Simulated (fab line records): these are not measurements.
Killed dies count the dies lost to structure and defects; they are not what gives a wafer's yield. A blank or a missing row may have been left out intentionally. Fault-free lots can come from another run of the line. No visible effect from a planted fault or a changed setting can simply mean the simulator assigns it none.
A struck lot beside a sound one :: flow sfq line :: 14 out of 325 route steps
Sound: these wafers, L233.1, L233.3, L233.4. Struck: wafer L240.4 (L240.1, L240.5, from the same lot, were not struck and are left out); the cause is given at the end.
For every step that has rows: the tool of each side, followed by ch and its chambers, followed by its first start. Under that, the readings that differ: sound wafers :: struck wafers :: difference of the means :: sigmas: that difference in standard deviations of wafers without a fault.
alike: same words and numbers on both sides, and readings whose means sit less than 2 such deviations apart. not compared: any withheld reading, any reading some wafer has no value for, any bound like >300 that may hide the same value, and any number with overlapping values for which the record gives no deviation.
The two part at a step that has a row with sigmas, a row that says differs or no value, or rows on one side only. When numbers do not overlap yet have no deviation, they are printed without sigmas and do not part them. A reading that every wafer of one side lacks parts them only if that side has two wafers or more.

first, 4 steps without rows for these wafers: SFQ_TRILAYER_M5_LITHO_SOFTBAKE_127; SFQ_TRILAYER_M5_LITHO_EXPOSE_124 (exposes mask M5, target cd 700 nm); SFQ_TRILAYER_M5_LITHO_PEB_126 (peb time 60 s); SFQ_TRILAYER_M5_LITHO_DEVELOP_125 (time 60 s).
SFQ_M5_OVL_MEAS_932:
  sound: overlay-02 at day 60 12:51; struck: overlay-01 at day 61 07:32
  alike: M5_OVL
SFQ_TRILAYER_M5_BARC_OPEN_METAL_ETCH_161: etches BARC in O2, target depth 125 nm, time 41.7 s.
  sound on rie metal-02 ch 0,1, day 60 12:53; struck on rie metal-01 ch 0, day 61 07:34
  alike: chamber pressure mTorr, drypump motor current A, oes product au
  not compared: rf hours counter h
then, 1 step without rows for these wafers: SFQ_TRILAYER_M5_ETCH_METAL_ETCH_126 (etches Nb in Cl2/BCl3, stops on SiO2, time 203.2 s, target depth 265 nm).
SFQ_TRILAYER_M5_STRIP_STRIP_127: strips in O2.
  sound on rie metal-02 ch 0,1, day 60 13:08; struck on rie metal-01 ch 0, day 61 07:49
  alike: chamber pressure mTorr, drypump motor current A, oes product au
  not compared: rf hours counter h
then, 1 step without rows for these wafers: SFQ_TRILAYER_M5_STRIP_SOLV_CLEAN_128 (cleans in NMP, time 600 s).
SFQ_TRILAYER_A5B_DEP_PECVD_129: deposits SiO2 from SiH4/N2O, time 133.33 s, target thk 600 nm.
  sound on pecvd-04 ch 0,2, day 60 13:55; struck on pecvd-04 ch 2, day 61 08:35
  alike: heater power w, throttle valve pct
then, 1 step without rows for these wafers: SFQ_TRILAYER_A5B_CMP_CMP_130 (polishes, stops on Nb, target thk 340.7 nm).
SFQ_TRILAYER_A5B_METRO_MEASURE_131:
  sound: film metro-01 at day 60 17:01; struck: film metro-04 at day 61 14:55
  alike: thk nm
SFQ_TRILAYER_R5_DEP_SPUTTER_132: material Ti, target thk 5 nm, time 5 s.
  sound: pvd sputter-06 at day 60 18:13; struck: pvd sputter-04 at day 61 16:07
reading: model.Ti_of_TRILAYER_R5_DEP_SPUTTER_132.thk nm (nm)
sound: 4.898 4.889 5.044
struck: 3.848
difference: -1.096
sigmas: 
  alike: throttle valve pct
SFQ_TRILAYER_R5_DEP_SPUTTER_133: material MoNx, target thk 40 nm, time 66.7 s.
  sound: pvd sputter-06 at day 60 18:13; struck: pvd sputter-04 at day 61 16:08
  alike: throttle valve pct

## WHERE THEY PART
Nowhere in this record.

WHY: what the simulator had put in
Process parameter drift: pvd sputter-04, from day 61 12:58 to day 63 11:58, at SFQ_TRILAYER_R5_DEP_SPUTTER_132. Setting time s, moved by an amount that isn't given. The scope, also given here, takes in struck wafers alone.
